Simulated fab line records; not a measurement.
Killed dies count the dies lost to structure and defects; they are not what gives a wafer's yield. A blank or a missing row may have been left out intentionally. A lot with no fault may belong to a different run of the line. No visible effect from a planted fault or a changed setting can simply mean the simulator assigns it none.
Which tool was responsible? -- flow sky130 -- 11 lots, 33 wafers sampled, at 5 steps of a route of 708

WHAT EACH GAUGE READ, for each wafer
Not one reading of a measure or inspect step in the record can be checked against a usual standard deviation.

TOOL THAT RAN EACH LOT (tool first, then ch and the chambers of the sampled wafers, then the start)
lot,SKY_VIA2_CMP_24,SKY_METAL3_SPUTTER_02,SKY_CAPM_SPUTTER_02,SKY_METAL3_DESCUM_15,SKY_METAL3_METAL_ETCH_18
L557,"cmp-02 ch 0,2,3, day 36 22:55","pvd sputter-04, day 36 23:07","pvd sputter-02, day 36 23:18","rie metal-01 ch 0,1, day 39 02:42","rie metal-03 ch 0,1, day 39 02:54"
L558,"cmp-01 ch 0,2,3, day 37 13:00","pvd sputter-04, day 37 13:18","pvd sputter-02, day 37 13:30","rie metal-01 ch 0,1, day 39 16:47","rie metal-03 ch 1, day 39 16:56"
L559,"cmp-02 ch 0,1,2, day 37 17:34","pvd sputter-01, day 37 17:49","pvd sputter-04, day 37 17:59","rie metal-03 ch 1, day 39 21:02","rie metal-02 ch 0,1, day 39 21:19"
L560,"cmp-01 ch 0,2,3, day 38 00:44","pvd sputter-04, day 38 01:05","pvd sputter-02, day 38 01:17","rie metal-02 ch 1, day 40 03:38","rie metal-03 ch 1, day 40 03:55"
L561,"cmp-02 ch 0,1,3, day 38 02:44","pvd sputter-04, day 38 02:59","pvd sputter-02, day 38 03:11","rie metal-02 ch 1, day 40 05:53","rie metal-03 ch 1, day 40 06:13"
L562,"cmp-02 ch 0,2, day 38 14:48","pvd sputter-04, day 38 15:09","pvd sputter-02, day 38 15:20","rie metal-01 ch 0, day 40 17:26","rie metal-03 ch 0,1, day 40 17:35"
L564,"cmp-02 ch 1,2,3, day 39 01:46","pvd sputter-01, day 39 02:01","pvd sputter-04, day 39 02:11","rie metal-01 ch 0,1, day 41 03:29","rie metal-03 ch 0,1, day 41 03:41"
L573,"cmp-02 ch 2,3, day 41 19:02","pvd sputter-04, day 41 19:23","pvd sputter-01, day 41 19:34","rie metal-02 ch 1, day 43 18:56","rie metal-01 ch 0,1, day 43 19:05"
L575,"cmp-02 ch 0,1, day 41 23:13","pvd sputter-04, day 41 23:34","pvd sputter-02, day 41 23:45","rie metal-01 ch 0, day 43 23:35","rie metal-03 ch 0,1, day 43 23:44"
L577,"cmp-02 ch 2,3, day 42 21:04","pvd sputter-03, day 42 21:25","pvd sputter-01, day 42 21:35","rie metal-02 ch 0,1, day 44 19:05","rie metal-03 ch 0,1, day 44 19:14"
L578,"cmp-01 ch 1,2,3, day 43 05:30","pvd sputter-01, day 43 05:48","pvd sputter-04, day 43 05:59","rie metal-03 ch 0,1, day 45 03:32","rie metal-01 ch 0,1, day 45 03:41"
- SKY_VIA2_CMP_24: polishes, stops on SiO2, t overpolish 20 s, target thk 0 nm.
- SKY_METAL3_SPUTTER_02: material AlCu, target thk 735 nm, time 39.1 s.
- SKY_CAPM_SPUTTER_02: material TiN, target thk 200 nm, time 166.7 s.
- SKY_METAL3_DESCUM_15: chemistry O2, time 8 s.
- SKY_METAL3_METAL_ETCH_18: etches the open film in Cl2/BCl3, stops on SiO2, target depth 845 nm, time 183.1 s.

AS READ BY THE TOOLS THEMSELVES (means over the sampled wafers that have a number; for cases with no such wafer, the mark the record gives instead)
SKY_VIA2_CMP_24. Usual: motor current A 11.4 A, standard deviation 1.2; overpolish run s 20.000 s, standard deviation 0.01; time to endpoint s 100 s, standard deviation 3.1.
lot,tool,motor current A (A),overpolish run s (s),time to endpoint s (s),flag
L557,cmp-02,11.1,19.998,96,
L558,cmp-01,10.8,20.005,105,
L559,cmp-02,11.7,19.998,101,
L560,cmp-01,10.9,20.001,101,
L561,cmp-02,11.1,19.996,102,
L562,cmp-02,10.5,19.998,99,
L564,cmp-02,12.1,19.997,99,
L573,cmp-02,12.2,19.991,100,
L575,cmp-02,11.8,19.994,101,
L577,cmp-02,11.3,20.005,101,
L578,cmp-01,11.3,20.001,106,

SKY_METAL3_SPUTTER_02. Usual: throttle valve pct 30.3 %, standard deviation 0.71.
lot,tool,throttle valve pct (%),flag
L557,pvd sputter-04,29.9,
L558,pvd sputter-04,30.6,
L559,pvd sputter-01,30.3,
L560,pvd sputter-04,29.8,
L561,pvd sputter-04,31.3,
L562,pvd sputter-04,29.8,
L564,pvd sputter-01,30.3,
L573,pvd sputter-04,29.7,
L575,pvd sputter-04,30.1,
L577,pvd sputter-03,30.3,
L578,pvd sputter-01,30.6,

SKY_CAPM_SPUTTER_02. Usual: throttle valve pct 30.1 %, standard deviation 0.87.
lot,tool,throttle valve pct (%),flag
L557,pvd sputter-02,30.0,
L558,pvd sputter-02,29.4,
L559,pvd sputter-04,30.3,
L560,pvd sputter-02,30.0,
L561,pvd sputter-02,30.1,
L562,pvd sputter-02,30.3,
L564,pvd sputter-04,30.3,
L573,pvd sputter-01,30.4,
L575,pvd sputter-02,29.5,
L577,pvd sputter-01,30.2,
L578,pvd sputter-04,30.3,

SKY_METAL3_DESCUM_15. Usual: drypump motor current A 5.6 A, standard deviation 0.43; oes product au 0.998 a.u., standard deviation 0.01; temp c 40.00 C, standard deviation 0.11.
lot,tool,drypump motor current A (A),oes product au (a.u.),temp c (C),flag
L557,rie metal-01,5.4,0.996,39.83,
L558,rie metal-01,5.6,0.991,40.04,
L559,rie metal-03,5.7,0.996,40.22,
L560,rie metal-02,5.2,0.994,39.85,
L561,rie metal-02,5.2,0.989,40.06,
L562,rie metal-01,5.2,1.001,40.01,
L564,rie metal-01,5.5,0.990,39.88,
L573,rie metal-02,5.2,1.002,39.85,
L575,rie metal-01,5.3,1.003,39.97,
L577,rie metal-02,5.6,1.013,39.99,
L578,rie metal-03,5.7,0.991,40.12,

SKY_METAL3_METAL_ETCH_18. Usual: drypump motor current A 5.6 A, standard deviation 0.31; oes product au 0.866 a.u., standard deviation 0.0057; throttle valve pct 22.264 %, standard deviation 0.0099.
lot,tool,drypump motor current A (A),oes product au (a.u.),throttle valve pct (%),flag
L557,rie metal-03,5.6,0.869,22.259,
L558,rie metal-03,5.7,0.856,22.267,
L559,rie metal-02,6.0,0.868,22.272,
L560,rie metal-03,5.7,0.867,22.264,
L561,rie metal-03,5.7,0.867,22.257,
L562,rie metal-03,5.6,0.870,22.265,
L564,rie metal-03,5.7,0.859,22.259,
L573,rie metal-01,5.5,0.921,22.266,OFF
L575,rie metal-03,5.5,0.924,22.260,OFF
L577,rie metal-03,5.6,0.873,22.258,
L578,rie metal-01,5.4,0.868,22.257,

THE ANSWER, worked out from the rows above alone
Rule: a lot counts as off when the mean over its wafers that have a number is more than 3 standard deviations away from the usual mean. A lot without any number at a reading at which 4 lots or more have one is off too. Any other lot the step has rows for is counted as sound. The gauges are gone through in route order, then the tools' own readings, and for those a lot's mean is taken as printed above. The first step at which some lot is off is used, and at that step the reading that is off furthest; a lot without a number counts as furthest.
Off, at SKY_METAL3_METAL_ETCH_18 on oes product au: L573, L575.
A tool fits if, at that step or a process step before it, it ran every lot that is off, and no sound lot after the first of them. One candidate fits, namely pvd sputter-04 at SKY_METAL3_SPUTTER_02. A fault onset in the window from L562 (day 38 15:09, its last sound lot) to L573 (day 41 19:23, its first lot off) fits.

WHAT THE SIMULATOR HAD INSERTED
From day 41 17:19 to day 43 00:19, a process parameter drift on pvd sputter-04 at SKY_METAL3_SPUTTER_02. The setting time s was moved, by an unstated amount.
Shown lots that were struck: L573, L575. Same finding as the rule above.
